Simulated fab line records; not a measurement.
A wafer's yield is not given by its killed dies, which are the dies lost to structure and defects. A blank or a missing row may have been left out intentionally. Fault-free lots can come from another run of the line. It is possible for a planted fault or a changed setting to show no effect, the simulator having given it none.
fab line records	flow gf180mcu
record lots=15	wafers=45	last_day=34
route steps=602 shown STI@1 LVPWELL@64 MVSD@76
lots with no fault: from the same line, run without faults
start_h: the number of hours between the record's first day and the start of the first shown wafer of the lot	wait_h: how many hours have passed since the lot's step before this one	" the same as in the row above	L1.1+2: several wafers, shown together as one row	- value missing, or start not given	* or withheld: withheld	< > ~ a bound
route shown NAME@n: names a module that has steps shown in the file, with the first one's number in the route	usual: mean/standard deviation of fault-free wafers	same: alike in all rows	chamber/n: place in a boat	sites: readings site by site	_std_site: the values' standard deviation	_edge_site: outer sites' mean less inner sites'	radius_mm: for every site, how far away it sits from the centre of the wafer	mask NAME#n: copy n	behind: tool/chamber where the wafer was last shaped	hold: reason for holding the lot/hours on hold/outcome of the hold	device: the n, p or np transistor that did not switch	end of line: the same wafers' tests at the end of the route	a step without rows: its recipe alone	killed: count of dies lost to structure and defects at first sort (not the wafer's yield)	map: dies across one wafer; x = killed, . = not, _ = none there
set.NAME: the setting the step ran with; set.NAME@STEP: the setting that earlier step ran with	model.NAME: the simulator's own value behind a step, which no gauge read
route steps across a sampled set of lots; one table per step, one row per wafer
services: from which hour (start_h, from the record's first day; less than 0 if before it) a tool's chamber was out of use, for how many hours, and why
## steps
# step GF_STI_BOW_MEAS_00
# recipe mode=bow
# usual INCOMING_BOW=1/6.9
lot.wafer	tool	chamber	start_h	wait_h	INCOMING_BOW[um]
L758.1	film_metro-04	-	10.00	-	9
L758.2	"	-	"	"	-2
L758.3	"	-	"	"	7
L759.1	film_metro-04	-	15.00	-	7
L759.2	"	-	"	"	-13
L759.3	"	-	"	"	10
L760.2	film_metro-04	-	20.02	-	-2
L760.4	"	-	"	"	0
L760.5	"	-	"	"	4
L761.2	film_metro-04	-	25.02	-	-11
L761.5	"	-	"	"	14
L761.6	"	-	"	"	5
L763.2	film_metro-03	-	35.02	-	-11
L763.5	"	-	"	"	5
L763.6	"	-	"	"	7
L764.2	film_metro-04	-	40.02	-	3
L764.3	"	-	"	"	2
L764.5	"	-	"	"	-5
L765.1	film_metro-03	-	45.00	-	-2
L765.3	"	-	"	"	12
L765.5	"	-	"	"	12
L766.3	film_metro-04	-	50.04	-	-2
L766.4	"	-	"	"	4
L766.5	"	-	"	"	0
L768.2	film_metro-01	-	60.02	-	-11
L768.3	"	-	"	"	8
L768.4	"	-	"	"	4
L773.2	film_metro-01	-	85.02	-	-7
L773.3	"	-	"	"	1
L773.4	"	-	"	"	5
L775.2	film_metro-04	-	95.02	-	4
L775.5	"	-	"	"	2
L775.6	"	-	"	"	1
L776.1	film_metro-04	-	100.00	-	8
L776.2	"	-	"	"	-6
L776.5	"	-	"	"	12
L777.2	film_metro-04	-	105.02	-	0
L777.5	"	-	"	"	-1
L777.6	"	-	"	"	-16
L779.2	film_metro-01	-	115.03	-	6
L779.3	"	-	"	"	-2
L779.4	"	-	"	"	8
L780.2	film_metro-01	-	120.02	-	10
L780.5	"	-	"	"	11
L780.6	"	-	"	"	-7
# step GF_STI_THK_MEAS_30
# recipe reads=SiO2_of_STI_OXIDATION_29
# usual STI_OXIDATION_02_THK=9.98/0.17
lot.wafer	tool	chamber	start_h	wait_h	STI_OXIDATION_02_THK[nm]
L758.1	film_metro-03	-	29.12	0.0	9.91
L758.2	"	-	"	"	9.77
L758.3	"	-	"	"	9.98
L759.1	film_metro-01	-	35.13	0.0	9.89
L759.2	"	-	"	"	9.63
L759.3	"	-	"	"	9.66
L760.2	film_metro-04	-	41.45	0.0	10.14
L760.4	"	-	"	"	9.91
L760.5	"	-	"	"	10.18
L761.2	film_metro-04	-	45.49	0.0	10.23
L761.5	"	-	"	"	10.25
L761.6	"	-	"	"	10.29
L763.2	film_metro-01	-	55.08	0.0	10.15
L763.5	"	-	"	"	10.23
L763.6	"	-	"	"	10.12
L764.2	film_metro-01	-	81.52	0.0	9.95
L764.3	"	-	"	"	9.94
L764.5	"	-	"	"	9.75
L765.1	film_metro-03	-	81.56	0.0	9.94
L765.3	"	-	"	"	9.78
L765.5	"	-	"	"	9.74
L768.2	film_metro-03	-	85.30	0.0	9.72
L768.3	"	-	"	"	9.83
L768.4	"	-	"	"	9.72
L766.3	film_metro-04	-	85.31	0.0	9.93
L766.4	"	-	"	"	9.93
L766.5	"	-	"	"	9.89
L773.2	film_metro-03	-	108.33	0.0	10.00
L773.3	"	-	"	"	10.19
L773.4	"	-	"	"	10.04
L775.2	film_metro-03	-	117.66	0.0	10.10
L775.5	"	-	"	"	10.01
L775.6	"	-	"	"	10.17
L776.1	film_metro-04	-	124.69	0.0	9.73
L776.2	"	-	"	"	9.82
L776.5	"	-	"	"	9.82
L777.2	film_metro-03	-	128.36	0.0	9.97
L777.5	"	-	"	"	9.78
L777.6	"	-	"	"	9.99
L779.2	film_metro-04	-	138.16	0.0	10.00
L779.3	"	-	"	"	9.96
L779.4	"	-	"	"	10.02
L780.2	film_metro-01	-	151.61	0.0	10.16
L780.5	"	-	"	"	10.09
L780.6	"	-	"	"	9.98
# step GF_LVPWELL_STRIP_10
# recipe chemistry=O2/N2	power_w=1400	pressure_mtorr=1500	platen_temp_c=250	o2_flow_sccm=3000	n2_flow_sccm=300	overash_fraction=0.5
# usual chamber_pressure_mTorr=1500.1/1.8	drypump_motor_current_A=5.7/0.34	heater_power_w=326/27	oes_product_au=0.722/0.0046	strip_time_to_endpoint_s=36.95/0.1
lot.wafer	tool	chamber	start_h	wait_h	chamber_pressure_mTorr	drypump_motor_current_A	heater_power_w	oes_product_au	rf_hours_counter_h	strip_time_to_endpoint_s
L758.1	plasma_asher-02	0	66.96	0.1	1496.0	5.8	307	0.726	48	37.12
L758.2	"	1	"	"	1499.3	6.1	328	0.714	48	37.04
L758.3	"	1	"	"	1498.6	6.1	334	0.730	-	36.95
L759.1	plasma_asher-04	1	70.93	0.1	1498.4	5.7	308	0.721	46	37.00
L759.2	"	0	"	"	1499.9	5.2	373	0.717	46	36.97
L759.3	"	1	"	"	1496.7	5.6	309	0.715	-	37.06
L760.2	plasma_asher-01	1	74.69	0.1	1502.7	6.0	290	0.724	42	36.97
L760.4	"	1	"	"	1501.0	6.0	298	0.721	-	36.95
L760.5	"	0	"	"	1500.2	5.4	330	0.725	-	37.00
L761.2	plasma_asher-02	0	75.28	0.1	1500.2	5.9	305	0.719	49	36.92
L761.5	"	0	"	"	1503.7	5.9	301	0.721	-	36.97
L761.6	"	1	"	"	1500.9	6.2	325	0.718	-	36.96
L763.2	plasma_asher-02	0	82.26	0.1	1503.4	5.9	307	0.717	50	37.06
L763.5	"	0	"	"	1498.1	5.8	320	0.715	-	37.15
L763.6	"	1	"	"	1502.6	6.2	330	0.718	-	37.01
L764.2	plasma_asher-04	0	124.01	0.1	1500.8	5.2	378	0.731	52	36.96
L764.3	"	1	"	"	1498.4	5.6	304	0.724	-	36.93
L764.5	"	0	"	"	1497.8	5.2	367	0.715	-	36.90
L765.1	plasma_asher-04	1	124.77	0.1	-	-	-	-	-	-
L765.3	"	1	"	"	-	-	-	-	-	-
L765.5	"	1	"	"	-	-	-	-	-	-
L766.3	plasma_asher-02	0	128.66	0.1	-	-	-	-	-	-
L766.4	"	1	"	"	-	-	-	-	-	-
L766.5	"	0	"	"	-	-	-	-	-	-
L768.2	plasma_asher-01	1	128.96	0.1	-	-	-	-	-	-
L768.3	"	1	"	"	-	-	-	-	-	-
L768.4	"	0	"	"	-	-	-	-	-	-
L773.2	plasma_asher-01	0	153.73	0.1	1497.9	5.4	342	0.725	4	36.87
L773.3	"	0	"	"	1502.0	5.4	343	0.721	-	36.97
L773.4	"	1	"	"	1499.0	6.0	303	0.724	-	36.90
L775.2	plasma_asher-02	0	164.41	0.1	1499.3	5.9	304	0.718	60	36.94
L775.5	"	0	"	"	1501.5	5.9	307	0.720	-	36.94
L775.6	"	1	"	"	1501.1	6.1	341	0.715	-	36.88
L776.1	plasma_asher-04	0	172.56	0.1	1500.5	5.2	380	0.720	57	37.01
L776.2	"	1	"	"	1499.7	5.7	304	0.724	57	36.96
L776.5	"	1	"	"	1500.8	5.7	303	0.719	-	36.94
L777.2	plasma_asher-01	1	176.43	0.1	1497.5	6.0	310	0.717	5	36.74
L777.5	"	0	"	"	1498.2	5.4	344	0.725	-	36.63
L777.6	"	1	"	"	1501.2	6.0	300	0.721	-	36.81
L779.2	plasma_asher-01	0	186.81	0.1	1500.3	5.3	334	0.730	7	36.71
L779.3	"	1	"	"	1499.8	6.0	304	0.721	-	36.79
L779.4	"	0	"	"	1499.9	5.4	346	0.729	-	36.73
L780.2	plasma_asher-02	1	200.67	0.1	1498.6	6.1	330	0.719	64	36.88
L780.5	"	0	"	"	1501.7	5.9	307	0.723	-	36.76
L780.6	"	1	"	"	1498.8	6.1	333	0.716	-	36.77
# step GF_LVPWELL_TW_MEAS_11
# usual LVPWELL_TW=559/6.7
lot.wafer	tool	chamber	start_h	wait_h	LVPWELL_TW
L758.1	film_metro-04	-	67.06	0.1	565
L758.2	"	-	"	"	568
L758.3	"	-	"	"	567
L759.1	film_metro-02	-	71.03	0.1	555
L759.2	"	-	"	"	554
L759.3	"	-	"	"	556
L760.2	film_metro-02	-	74.80	0.1	551
L760.4	"	-	"	"	552
L760.5	"	-	"	"	552
L761.2	film_metro-04	-	75.39	0.1	564
L761.5	"	-	"	"	563
L761.6	"	-	"	"	562
L763.2	film_metro-03	-	82.37	0.1	570
L763.5	"	-	"	"	568
L763.6	"	-	"	"	567
L764.2	film_metro-02	-	124.12	0.1	554
L764.3	"	-	"	"	552
L764.5	"	-	"	"	550
L765.1	film_metro-02	-	124.87	0.1	556
L765.3	"	-	"	"	552
L765.5	"	-	"	"	550
L766.3	film_metro-03	-	128.75	0.1	570
L766.4	"	-	"	"	569
L766.5	"	-	"	"	570
L768.2	film_metro-02	-	129.07	0.1	552
L768.3	"	-	"	"	553
L768.4	"	-	"	"	553
L773.2	film_metro-04	-	153.84	0.1	561
L773.3	"	-	"	"	561
L773.4	"	-	"	"	563
L775.2	film_metro-04	-	164.52	0.1	562
L775.5	"	-	"	"	567
L775.6	"	-	"	"	563
L776.1	film_metro-02	-	172.66	0.1	554
L776.2	"	-	"	"	552
L776.5	"	-	"	"	551
L777.2	film_metro-03	-	176.54	0.1	566
L777.5	"	-	"	"	571
L777.6	"	-	"	"	568
L779.2	film_metro-03	-	186.92	0.1	569
L779.3	"	-	"	"	568
L779.4	"	-	"	"	572
L780.2	film_metro-02	-	200.78	0.1	553
L780.5	"	-	"	"	552
L780.6	"	-	"	"	551
# step GF_MVSD_STRIP_10
# recipe chemistry=O2/N2	power_w=1400	pressure_mtorr=1500	platen_temp_c=250	o2_flow_sccm=3000	n2_flow_sccm=300	overash_fraction=0.5
# usual chamber_pressure_mTorr=1500.1/1.3	drypump_motor_current_A=5.56/0.29	heater_power_w=313/42	oes_product_au=0.722/0.0045	strip_time_to_endpoint_s=36.98/0.093
lot.wafer	tool	chamber	start_h	wait_h	chamber_pressure_mTorr	drypump_motor_current_A	heater_power_w	oes_product_au	rf_hours_counter_h	strip_time_to_endpoint_s
L758.1	plasma_asher-04	0	74.39	0.1	1501.9	5.17	379	0.722	46	37.01
L758.2	"	1	"	"	1499.6	5.68	299	0.726	46	36.81
L758.3	"	0	"	"	1496.4	5.21	379	0.721	-	37.01
L759.1	plasma_asher-04	1	76.59	0.1	1500.7	5.64	309	0.723	47	36.89
L759.2	"	0	"	"	1499.6	5.19	379	0.709	47	36.87
L759.3	"	1	"	"	1501.7	5.61	301	0.724	-	36.93
L760.2	plasma_asher-01	0	81.79	0.1	1499.3	5.36	349	0.722	43	37.05
L760.4	"	1	"	"	1501.9	6.01	300	0.725	-	36.96
L760.5	"	0	"	"	1501.2	5.36	334	0.716	-	37.05
L761.2	plasma_asher-04	0	82.44	0.1	1500.0	5.18	370	0.715	48	36.77
L761.5	"	0	"	"	1498.5	5.19	381	0.720	-	36.81
L761.6	"	1	"	"	1497.9	5.66	301	0.723	-	36.77
L763.2	plasma_asher-01	0	95.96	0.1	1499.3	5.35	343	0.722	45	36.95
L763.5	"	0	"	"	1500.2	5.38	341	0.725	-	37.05
L763.6	"	1	"	"	1499.8	6.05	301	0.718	-	36.92
L764.2	plasma_asher-04	0	139.68	0.1	1500.7	5.17	374	0.728	53	37.01
L764.3	"	1	"	"	1500.4	5.62	305	0.718	-	37.03
L764.5	"	0	"	"	1500.0	5.19	373	0.719	-	36.94
L765.1	plasma_asher-04	0	140.39	0.1	1500.7	5.22	377	0.741	53	81.38
L765.3	"	1	"	"	1499.6	5.69	301	0.741	-	81.36
L765.5	"	1	"	"	1500.5	5.69	307	0.748	-	81.41
L766.3	plasma_asher-01	0	144.32	0.1	1498.0	5.35	348	0.741	-	81.37
L766.4	"	1	"	"	1500.3	6.01	300	0.739	-	81.16
L766.5	"	1	"	"	1498.0	6.00	302	0.741	-	81.28
L768.2	plasma_asher-04	1	144.56	0.1	1498.3	5.68	308	0.743	54	81.59
L768.3	"	0	"	"	1499.5	5.19	381	0.733	-	81.64
L768.4	"	1	"	"	1499.6	5.65	309	0.749	-	81.52
L773.2	plasma_asher-04	1	169.83	0.1	1496.4	5.70	308	0.722	56	36.93
L773.3	"	0	"	"	1499.2	5.18	373	0.727	-	37.03
L773.4	"	1	"	"	1501.1	5.64	307	0.728	-	36.99
L775.2	plasma_asher-04	0	181.21	0.1	1501.7	5.22	370	0.727	58	36.95
L775.5	"	0	"	"	1500.9	5.20	377	0.721	-	36.89
L775.6	"	1	"	"	1500.1	5.69	307	0.723	-	36.99
L776.1	plasma_asher-01	1	189.69	0.1	1501.5	6.02	293	0.720	7	37.09
L776.2	"	0	"	"	1500.8	5.33	333	0.727	7	37.04
L776.5	"	1	"	"	1500.7	6.02	300	0.720	-	37.10
L777.2	plasma_asher-04	1	193.71	0.1	1498.8	5.67	304	0.717	59	37.04
L777.5	"	0	"	"	1500.4	5.19	382	0.721	-	36.92
L777.6	"	1	"	"	1500.6	5.64	305	0.725	-	37.03
L779.2	plasma_asher-03	1	204.08	0.1	1500.2	5.38	259	0.725	29	37.01
L779.3	"	1	"	"	1497.3	5.38	261	0.717	-	36.94
L779.4	"	0	"	"	1500.9	5.84	258	0.715	-	36.90
L780.2	plasma_asher-03	1	218.56	0.1	1499.2	5.37	261	0.724	30	37.08
L780.5	"	0	"	"	1500.5	5.84	261	0.720	-	36.99
L780.6	"	1	"	"	1497.9	5.37	256	0.726	-	36.99
# step GF_MVSD_TW_MEAS_11
# usual MVSD_TW=1577/16
lot.wafer	tool	chamber	start_h	wait_h	MVSD_TW
L758.1	film_metro-02	-	74.49	0.1	1569
L758.2	"	-	"	"	1576
L758.3	"	-	"	"	1575
L759.1	film_metro-03	-	76.69	0.1	1603
L759.2	"	-	"	"	1602
L759.3	"	-	"	"	1603
L760.2	film_metro-02	-	81.90	0.1	1562
L760.4	"	-	"	"	1547
L760.5	"	-	"	"	1550
L761.2	film_metro-02	-	82.55	0.1	1567
L761.5	"	-	"	"	1572
L761.6	"	-	"	"	1556
L763.2	film_metro-02	-	96.07	0.1	1577
L763.5	"	-	"	"	1571
L763.6	"	-	"	"	1572
L764.2	film_metro-04	-	139.82	0.1	1592
L764.3	"	-	"	"	1588
L764.5	"	-	"	"	1586
L765.1	film_metro-02	-	140.49	0.1	29
L765.3	"	-	"	"	30
L765.5	"	-	"	"	29
L766.3	film_metro-03	-	144.41	0.1	30
L766.4	"	-	"	"	30
L766.5	"	-	"	"	30
L768.2	film_metro-03	-	144.67	0.1	30
L768.3	"	-	"	"	30
L768.4	"	-	"	"	30
L773.2	film_metro-02	-	169.94	0.1	1567
L773.3	"	-	"	"	1559
L773.4	"	-	"	"	1558
L775.2	film_metro-02	-	181.32	0.1	1549
L775.5	"	-	"	"	1556
L775.6	"	-	"	"	1557
L776.1	film_metro-02	-	189.79	0.1	1565
L776.2	"	-	"	"	1560
L776.5	"	-	"	"	1562
L777.2	film_metro-04	-	193.82	0.1	1590
L777.5	"	-	"	"	1587
L777.6	"	-	"	"	1575
L779.2	film_metro-04	-	204.19	0.1	1602
L779.3	"	-	"	"	1588
L779.4	"	-	"	"	1596
L780.2	film_metro-02	-	218.71	0.1	1549
L780.5	"	-	"	"	1559
L780.6	"	-	"	"	1554
## services
tool	chamber	start_h	hours	kind
plasma_asher-04	-	92.97	7.4	repair
plasma_asher-01	-	108.75	9.0	pm
plasma_asher-01	0	108.75	9.0	vent_cycle
plasma_asher-01	1	108.75	9.0	vent_cycle
plasma_asher-01	0	117.75	-	clean
plasma_asher-01	1	117.75	-	clean
plasma_asher-01	-	171.73	3.5	repair
plasma_asher-01	-	174.44	0.9	repair
plasma_asher-03	-	184.06	10.7	repair
plasma_asher-04	-	185.90	3.0	repair
plasma_asher-03	-	206.08	2.8	pm
## key
first_sign step=GF_LVPWELL_STRIP_10	reading=tool_record	direction=missing
effect step=GF_MVSD_STRIP_10	reading=strip_time_to_endpoint_s	direction=up	sigmas=99+	usual=*	struck=*
effect step=GF_MVSD_TW_MEAS_11	reading=MVSD_TW	direction=down	sigmas=94	usual=1577	struck=30
met_at GF_LVPWELL_STRIP_10
struck_lots L765,L766,L768
sort_left_out L765.1,L765.3,L765.5,L766.3,L766.4,L766.5,L768.2,L768.3,L768.4
tester_left_out L765,L766,L768
not_acting_at GF_STI_BOW_MEAS_00,GF_STI_THK_MEAS_30,GF_LVPWELL_TW_MEAS_11
onset_between 124.01 124.77
fault kind=skipped_step_whole	tool=plasma_asher-01,plasma_asher-02,plasma_asher-04	chamber=-	onset_h=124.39	steps=GF_LVPWELL_STRIP_10	scope=struck_lots_only
# tester_left_out: of these lots the tester's yield and bins aren't shown, on N5 and GAA mostly nor the transistor test; their killed dies are dies lost to structure and defects alone, not to doping, threshold or leakage, so they don't give the yield
# sort_left_out: the simulated sort isn't trusted on such a fault, so these wafers' sort isn't shown, and their yield isn't known
